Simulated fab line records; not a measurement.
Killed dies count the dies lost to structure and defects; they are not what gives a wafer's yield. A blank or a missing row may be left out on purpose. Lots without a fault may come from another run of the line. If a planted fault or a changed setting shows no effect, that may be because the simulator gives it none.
The same fault as seen by 2 desks -- flow sky130 -- only its own numbers are on each desk; what lay behind them is given at the end

== FOR THE TOOL OWNER'S DESK: lithoTrack-03 ==
The tool's own readings at SKY_VT_ADJUST_HVTP_DEVELOP_06 (develop time 60 s): means of the sampled wafers that have a number, for each lot that ran on this tool. Marked OUT: a lot whose mean sits more than 4 standard deviations from the usual mean, which makes it out of limits; the brackets give that distance.
Columns: A = developerTempC at SKY_VT_ADJUST_HVTP_DEVELOP_06, usual 23.01 C
lot,first seen here,A
L342,day 5 23:19,23.05
L359,day 10 14:08,23.03
L362,day 11 11:14,25.24 (+23) OUT
L363,day 11 18:44,25.33 (+23) OUT
This desk's finding: out of limits on L362, L363; first on L362, day 11 11:14 (developerTempC at SKY_VT_ADJUST_HVTP_DEVELOP_06). In limits: L342, L359.

== THE METROLOGY DESK ==
Means of the sampled wafers that have a number, per lot and without regard to the tool the lot ran on: this is what the gauges read. Marked OUT: a lot whose mean sits more than 4 standard deviations from the usual mean, which makes it out of limits; the brackets give that distance.
Columns: A = cdNm at SKY_VT_ADJUST_HVTP_CD_MEAS_07, usual 380.3 nm
lot,first seen here,A
L342,day 5 23:26,379.7
L343,day 6 04:57,381.7
L344,day 6 12:33,381.8
L346,day 7 00:59,381.2
L347,day 7 05:52,381.2
L349,day 7 16:49,381.8
L351,day 9 06:51,376.9
L352,day 9 07:07,379.7
L354,day 9 09:34,379.4
L355,day 9 15:19,379.4
L359,day 10 14:17,384.7
L362,day 11 11:23,370.7
L363,day 11 18:53,376.6
L365,day 12 00:52,382.7
This desk's finding: nothing out of limits on any of the 14 lots.

== PUT TOGETHER ==
The tool owner's desk had the chance to raise an alarm at day 11 11:14 on L362, L363.
Nothing out of limits was seen by the metrology desk.
The metrology desk has L362, L363 on record, within its limits.
Of the lots named, all ran SKY_VT_ADJUST_HVTP_DEVELOP_06 on lithoTrack-03.

== WHAT THE SIMULATOR HAD INSERTED ==
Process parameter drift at SKY_VT_ADJUST_HVTP_DEVELOP_06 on lithoTrack-03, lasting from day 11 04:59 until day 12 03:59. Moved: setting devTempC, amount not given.
Struck lots among those shown: L362, L363.
Each desk's first reading out of limits, in hours after the fault started: the tool owner's desk, 6.
